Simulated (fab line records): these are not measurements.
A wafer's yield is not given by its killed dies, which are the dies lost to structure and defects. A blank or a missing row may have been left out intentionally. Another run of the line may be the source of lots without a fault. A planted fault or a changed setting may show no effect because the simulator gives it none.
Matching of chambers || flow sky130 || pecvd-01 running SKY_CAPM_CVD_00: 3 sister chambers
The step deposits SiO2, target thk 15.5 nm. 16 wafers are shown with their chamber, then 8 later ones without.

== WAFERS, EACH WITH ITS CHAMBER ==
{"wafer": "L076.1", "chamber": 0, "heater_power_w (W)": 721}
{"wafer": "L076.5", "chamber": 2, "heater_power_w (W)": 776}
{"wafer": "L076.6", "chamber": 0, "heater_power_w (W)": 722}
{"wafer": "L080.2", "chamber": 2, "heater_power_w (W)": 720}
{"wafer": "L080.3", "chamber": 1, "heater_power_w (W)": 669}
{"wafer": "L080.6", "chamber": 2, "heater_power_w (W)": 716}
{"wafer": "L082.2", "chamber": 2, "heater_power_w (W)": 690}
{"wafer": "L082.3", "chamber": 0, "heater_power_w (W)": 810}
{"wafer": "L082.5", "chamber": 2, "heater_power_w (W)": 684}
{"wafer": "L081.1", "chamber": 2, "heater_power_w (W)": 642}
{"wafer": "L081.5", "chamber": 0, "heater_power_w (W)": 796}
{"wafer": "L081.6", "chamber": 1, "heater_power_w (W)": 718}
{"wafer": "L087.4", "chamber": 1, "heater_power_w (W)": 753}
{"wafer": "L087.5", "chamber": 0, "heater_power_w (W)": 789}
{"wafer": "L087.6", "chamber": 2, "heater_power_w (W)": 636}
{"wafer": "L091.1", "chamber": 2, "heater_power_w (W)": 765}

SIGNATURES (means of the wafers above)
{"reading": "heater_power_w", "chamber 0": 767.60, "chamber 1": 713.33, "chamber 2": 703.62, "scatter within a chamber": 47.4}
Rule: a wafer's distance from a chamber is the root of the sum, over the readings, of the square of ((its reading less the chamber's mean) divided by the reading's scatter). If the next closest chamber is less than 2 further off than the closest, the wafer can't be placed; otherwise it belongs to the closest. The scatter: the root of (the sum of the squares of (reading less its chamber's mean) over the shown wafers, divided by (wafers less chambers)).

== WAFERS WITH NO CHAMBER GIVEN ==
{"wafer": "L091.3", "heater_power_w (W)": 704}
{"wafer": "L091.4", "heater_power_w (W)": 777}
{"wafer": "L093.1", "heater_power_w (W)": 739}
{"wafer": "L093.2", "heater_power_w (W)": 713}
{"wafer": "L093.5", "heater_power_w (W)": 718}
{"wafer": "L095.1", "heater_power_w (W)": 760}
{"wafer": "L095.3", "heater_power_w (W)": 713}
{"wafer": "L095.5", "heater_power_w (W)": 756}

== WHICH CHAMBER EACH WENT THROUGH ==
{"wafer": "L091.3", "from the rows above": "can't be placed: 2 or 1 or 0", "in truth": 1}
{"wafer": "L091.4", "from the rows above": "can't be placed: 0 or 1 or 2", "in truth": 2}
{"wafer": "L093.1", "from the rows above": "can't be placed: 1 or 0 or 2", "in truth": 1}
{"wafer": "L093.2", "from the rows above": "can't be placed: 1 or 2 or 0", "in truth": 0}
{"wafer": "L093.5", "from the rows above": "can't be placed: 1 or 2 or 0", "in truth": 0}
{"wafer": "L095.1", "from the rows above": "can't be placed: 0 or 1 or 2", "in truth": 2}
{"wafer": "L095.3", "from the rows above": "can't be placed: 1 or 2 or 0", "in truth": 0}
{"wafer": "L095.5", "from the rows above": "can't be placed: 0 or 1 or 2", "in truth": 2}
Correct placement for 0 of the 8. From these rows, 8 cannot be placed; in 8 the true chamber is one of the candidates. Number placed wrongly: 0.
